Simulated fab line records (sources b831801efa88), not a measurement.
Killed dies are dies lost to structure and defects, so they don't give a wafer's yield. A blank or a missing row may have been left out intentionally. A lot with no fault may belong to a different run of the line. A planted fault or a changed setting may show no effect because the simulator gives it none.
Which tool was responsible? ; flow sky130 ; 36 wafers from 12 lots sampled at 2 of the route's 708 steps

WHAT EACH GAUGE READ, for each wafer
SKY_LDD_HVP_OVL_MEAS_07. Usual: LDD_HVP_OVL -0.3 nm, standard deviation 1.3.
lot;measured;on;LDD_HVP_OVL (nm);flag
L852;day 21 01:02;overlay-02;1.8 -1.4 -2.2;
L853;day 21 17:05;overlay-01;0.7 2.7 2.0;
L854;day 24 00:19;overlay-02;-0.8 -0.5 0.1;
L856;day 24 00:37;overlay-01;-1.3 -0.3 0.9;
L859;day 24 05:46;overlay-02;-0.5 1.4 0.4;
L861;day 24 18:59;overlay-01;-1.6 -0.1 -0.2;
L863;day 25 12:14;overlay-02;-0.8 -0.5 -1.0;
L864;day 25 16:14;overlay-01;-1.0 1.7 -0.6;
L865;day 25 21:46;overlay-01;0.4 -0.4 -1.5;
L870;day 28 04:55;overlay-01;-0.7 -1.1 -1.1;
L874;day 29 08:01;overlay-01;0.0 -2.1 0.3;
L875;day 29 09:58;overlay-02;0.2 -1.3 -1.3;

WHICH TOOL RAN EACH LOT (tool, then ch and the chambers of the sampled wafers, then the start)
lot;SKY_LDD_P_STRIP_10
L852;plasma_asher-04 ch 0,1, day 18 11:29
L853;plasma_asher-04 ch 0,1, day 19 03:57
L854;plasma_asher-03 ch 0,1, day 21 11:46
L856;plasma_asher-02 ch 0,1, day 21 11:50
L859;plasma_asher-04 ch 0,1, day 21 15:30
L861;plasma_asher-04 ch 0,1, day 22 06:14
L863;plasma_asher-03 ch 0,1, day 23 01:23
L864;plasma_asher-03 ch 0,1, day 23 07:04
L865;plasma_asher-02 ch 0,1, day 23 12:48
L870;plasma_asher-04 ch 0, day 25 19:00
L874;plasma_asher-04 ch 0,1, day 26 22:44
L875;plasma_asher-03 ch 0,1, day 27 01:11
- SKY_LDD_P_STRIP_10: strips in O2/N2.

WHAT THE TOOLS THEMSELVES READ (means of the sampled wafers that have a number; where no wafer has one, the mark that the record gives instead)
SKY_LDD_P_STRIP_10. Usual: drypump_motor_current_A 5.7 A, standard deviation 0.4; n2_flow_sccm 299.9 sccm, standard deviation 0.81; oes_product_au 0.716 a.u., standard deviation 0.0049; strip_time_to_endpoint_s 14.19 s, standard deviation 0.032.
lot;tool;drypump_motor_current_A (A);n2_flow_sccm (sccm);oes_product_au (a.u.);strip_time_to_endpoint_s (s);flag
L852;plasma_asher-04;6.1;299.6;0.718;14.16;
L853;plasma_asher-04;6.1;299.9;0.719;14.23;
L854;plasma_asher-03;5.8;299.8;0.712;14.17;
L856;plasma_asher-02;5.6;299.4;0.714;14.18;
L859;plasma_asher-04;5.8;299.1;0.717;14.20;
L861;plasma_asher-04;6.1;299.8;0.718;14.18;
L863;plasma_asher-03;5.8;299.8;0.716;14.21;
L864;plasma_asher-03;5.7;300.2;0.715;14.22;
L865;plasma_asher-02;5.3;300.0;0.711;14.24;
L870;plasma_asher-04;6.4;300.0;0.714;14.17;
L874;plasma_asher-04;5.8;301.2;0.718;14.17;
L875;plasma_asher-03;5.7;299.9;0.713;14.20;

THE ANSWER, worked out from the rows above alone
Rule: lot off if the mean of its wafers having a number is beyond 3 standard deviations from the usual mean. A lot without any number at a reading at which 4 lots or more have one is off too. Any other lot the step has rows for is counted as sound. The gauges are gone through in route order, then the tools' own readings, and for those a lot's mean is taken as printed above. The first step at which some lot is off is used, and at that step the reading that is off furthest; a lot without a number counts as furthest.
No lot is off on any of the readings shown, so nothing can be concluded from this.

WHAT WAS PUT IN BY THE SIMULATOR
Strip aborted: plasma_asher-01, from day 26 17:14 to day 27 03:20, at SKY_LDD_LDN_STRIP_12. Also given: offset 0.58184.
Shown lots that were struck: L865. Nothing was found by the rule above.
